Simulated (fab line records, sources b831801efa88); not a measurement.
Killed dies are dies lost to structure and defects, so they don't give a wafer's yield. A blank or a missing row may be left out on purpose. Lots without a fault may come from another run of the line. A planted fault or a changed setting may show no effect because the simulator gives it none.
Which tool did it? | flow sfq_line | 13 lots, 39 wafers sampled, at 5 steps of a route of 325

WHAT THE GAUGES READ, wafer by wafer
SFQ_I3_OVL_MEAS_923. Usual: I3_OVL 0 nm, standard deviation 5.8.
lot  | measured     | on         | I3_OVL (nm) | flag
L890 | day 43 01:41 | overlay-01 | -5 4 2      |
L891 | day 43 06:29 | overlay-01 | 1 1 1       |
L892 | day 43 08:54 | overlay-01 | 2 10 8      |
L893 | day 44 09:53 | overlay-01 | -6 2 -9     |
L894 | day 44 17:04 | overlay-01 | 4 7 7       |
L898 | day 46 05:04 | overlay-02 | 7 9 10      |
L899 | day 46 10:58 | overlay-02 | -2 -3 -5    |
L901 | day 47 09:41 | overlay-02 | -3 -3 -9    |
L908 | day 48 22:41 | overlay-01 | 4 2 -3      |
L909 | day 49 07:13 | overlay-01 | 1 6 -1      |
L911 | day 50 10:49 | overlay-02 | 7 12 12     |
L912 | day 51 01:20 | overlay-01 | -7 -2 -4    |
L913 | day 51 15:51 | overlay-02 | -3 0 0      |

SFQ_M4_OVL_MEAS_926. Usual: M4_OVL 3 nm, standard deviation 8.5.
lot  | measured     | on         | M4_OVL (nm) | flag
L890 | day 43 06:07 | overlay-02 | 12 16 12    |
L891 | day 43 10:55 | overlay-02 | 9 10 16     |
L892 | day 43 13:20 | overlay-02 | 19 18 17    |
L893 | day 44 13:25 | overlay-02 | 10 9 7      |
L894 | day 44 20:35 | overlay-02 | 12 2 0      |
L898 | day 46 10:06 | overlay-01 | 0 -1 4      |
L899 | day 46 14:29 | overlay-01 | -13 -20 -13 |
L901 | day 47 13:29 | overlay-01 | 9 6 8       |
L908 | day 49 02:47 | overlay-01 | -4 -3 -6    |
L909 | day 49 11:27 | overlay-01 | 0 5 2       |
L911 | day 50 14:19 | overlay-02 | -1 3 4      |
L912 | day 51 04:50 | overlay-02 | 4 5 1       |
L913 | day 51 20:31 | overlay-01 | -5 -3 -4    |

WHICH TOOL RAN EACH LOT (tool, then ch and the chambers of the sampled wafers, then the start)
lot  | SFQ_TRILAYER_I3_METRO_MEASURE_083 | SFQ_TRILAYER_I3_VIA_LITHO_COAT_090 | SFQ_TRILAYER_I3_VIA_BARC_OPEN_VIA_ETCH_121
L890 | film_metro-02, day 36 21:19       | litho_track-01 ch 0, day 36 22:31  | rie_diel-02 ch 0,3, day 43 01:43
L891 | film_metro-04, day 37 01:10       | litho_track-01 ch 0, day 37 02:22  | rie_diel-02 ch 0,2,3, day 43 06:31
L892 | film_metro-04, day 37 03:43       | litho_track-03 ch 0, day 37 04:37  | rie_diel-04 ch 0,3, day 43 08:55
L893 | film_metro-03, day 37 21:29       | litho_track-03 ch 0, day 37 22:32  | rie_diel-02 ch 1,2,3, day 44 09:55
L894 | film_metro-04, day 38 01:40       | litho_track-02 ch 0, day 38 02:52  | rie_diel-01 ch 0,1,3, day 44 17:07
L898 | film_metro-02, day 39 13:55       | litho_track-02 ch 0, day 39 15:07  | rie_diel-04 ch 0,1,2, day 46 05:07
L899 | film_metro-02, day 39 21:28       | litho_track-02 ch 0, day 39 22:40  | rie_diel-01 ch 0,2, day 46 11:01
L901 | film_metro-03, day 40 19:52       | litho_track-02 ch 0, day 40 21:04  | rie_diel-04 ch 1,2, day 47 09:43
L908 | film_metro-04, day 42 11:53       | litho_track-01 ch 0, day 42 13:05  | rie_diel-04 ch 0,1,2, day 48 22:43
L909 | film_metro-03, day 42 20:29       | litho_track-03 ch 0, day 42 21:32  | rie_diel-01 ch 0,3, day 49 07:14
L911 | film_metro-03, day 44 02:35       | litho_track-01 ch 0, day 44 03:38  | rie_diel-04 ch 1,3, day 50 10:50
L912 | film_metro-02, day 44 16:04       | litho_track-03 ch 0, day 44 17:16  | rie_diel-01 ch 0,2, day 51 01:22
L913 | film_metro-02, day 45 13:31       | litho_track-01 ch 0, day 45 14:43  | rie_diel-01 ch 0,1,3, day 51 15:53
- SFQ_TRILAYER_I3_METRO_MEASURE_083
- SFQ_TRILAYER_I3_VIA_LITHO_COAT_090: resist thk 62 nm.
- SFQ_TRILAYER_I3_VIA_BARC_OPEN_VIA_ETCH_121: etches BARC in O2, target depth 125 nm, time 41.7 s.

WHAT THE TOOLS THEMSELVES READ (means of the sampled wafers that have a number; where no wafer has one, the mark that the record gives instead)
SFQ_TRILAYER_I3_METRO_MEASURE_083. Usual: thk_nm 199.8 nm, standard deviation 1.1.
lot  | tool          | thk_nm (nm) | flag
L890 | film_metro-02 | 199.9       |
L891 | film_metro-04 | 198.8       |
L892 | film_metro-04 | 199.1       |
L893 | film_metro-03 | 200.2       |
L894 | film_metro-04 | 197.0       |
L898 | film_metro-02 | 198.9       |
L899 | film_metro-02 | 199.6       |
L901 | film_metro-03 | 199.7       |
L908 | film_metro-04 | 200.2       |
L909 | film_metro-03 | 198.9       |
L911 | film_metro-03 | 200.3       |
L912 | film_metro-02 | 200.4       |
L913 | film_metro-02 | 199.3       |

SFQ_TRILAYER_I3_VIA_LITHO_COAT_090. Usual: resist_line_temp_C 22.97 C, standard deviation 0.11.
lot  | tool           | resist_line_temp_C (C) | flag
L890 | litho_track-01 | 23.04                  |
L891 | litho_track-01 | 22.90                  |
L892 | litho_track-03 | 23.15                  |
L893 | litho_track-03 | 22.94                  |
L894 | litho_track-02 | 23.09                  |
L898 | litho_track-02 | 22.95                  |
L899 | litho_track-02 | 22.91                  |
L901 | litho_track-02 | 23.00                  |
L908 | litho_track-01 | 22.90                  |
L909 | litho_track-03 | 22.85                  |
L911 | litho_track-01 | 23.02                  |
L912 | litho_track-03 | 22.93                  |
L913 | litho_track-01 | 22.91                  |

SFQ_TRILAYER_I3_VIA_BARC_OPEN_VIA_ETCH_121. Usual: drypump_motor_current_A 5.8 A, standard deviation 0.44; oes_product_au 0.685 a.u., standard deviation 0.0046.
lot  | tool        | drypump_motor_current_A (A) | oes_product_au (a.u.) | flag
L890 | rie_diel-02 | 6.2                         | 0.680                 |
L891 | rie_diel-02 | 6.0                         | 0.685                 |
L892 | rie_diel-04 | 5.7                         | 0.684                 |
L893 | rie_diel-02 | 5.8                         | 0.684                 |
L894 | rie_diel-01 | 5.7                         | 0.686                 |
L898 | rie_diel-04 | 5.6                         | 0.686                 |
L899 | rie_diel-01 | 6.2                         | 0.682                 |
L901 | rie_diel-04 | 5.7                         | 0.697                 |
L908 | rie_diel-04 | 5.6                         | 0.684                 |
L909 | rie_diel-01 | 6.1                         | 0.689                 |
L911 | rie_diel-04 | 5.7                         | 0.679                 |
L912 | rie_diel-01 | 6.2                         | 0.680                 |
L913 | rie_diel-01 | 5.7                         | 0.679                 |

THE ANSWER, worked out from the rows above alone
Rule: a lot is off if the mean of its wafers that have a number lies more than 3 standard deviations from the usual mean. A lot without any number at a reading at which 4 lots or more have one is off too. The other lots that the step has rows for count as sound. The gauges are gone through in route order, then the tools' own readings, and for those a lot's mean is taken as printed above. The first step at which some lot is off is used, and at that step the reading that is off furthest; a lot without a number counts as furthest.
No lot is off at any reading shown: from this, nothing can be told.

WHAT THE SIMULATOR HAD PUT IN
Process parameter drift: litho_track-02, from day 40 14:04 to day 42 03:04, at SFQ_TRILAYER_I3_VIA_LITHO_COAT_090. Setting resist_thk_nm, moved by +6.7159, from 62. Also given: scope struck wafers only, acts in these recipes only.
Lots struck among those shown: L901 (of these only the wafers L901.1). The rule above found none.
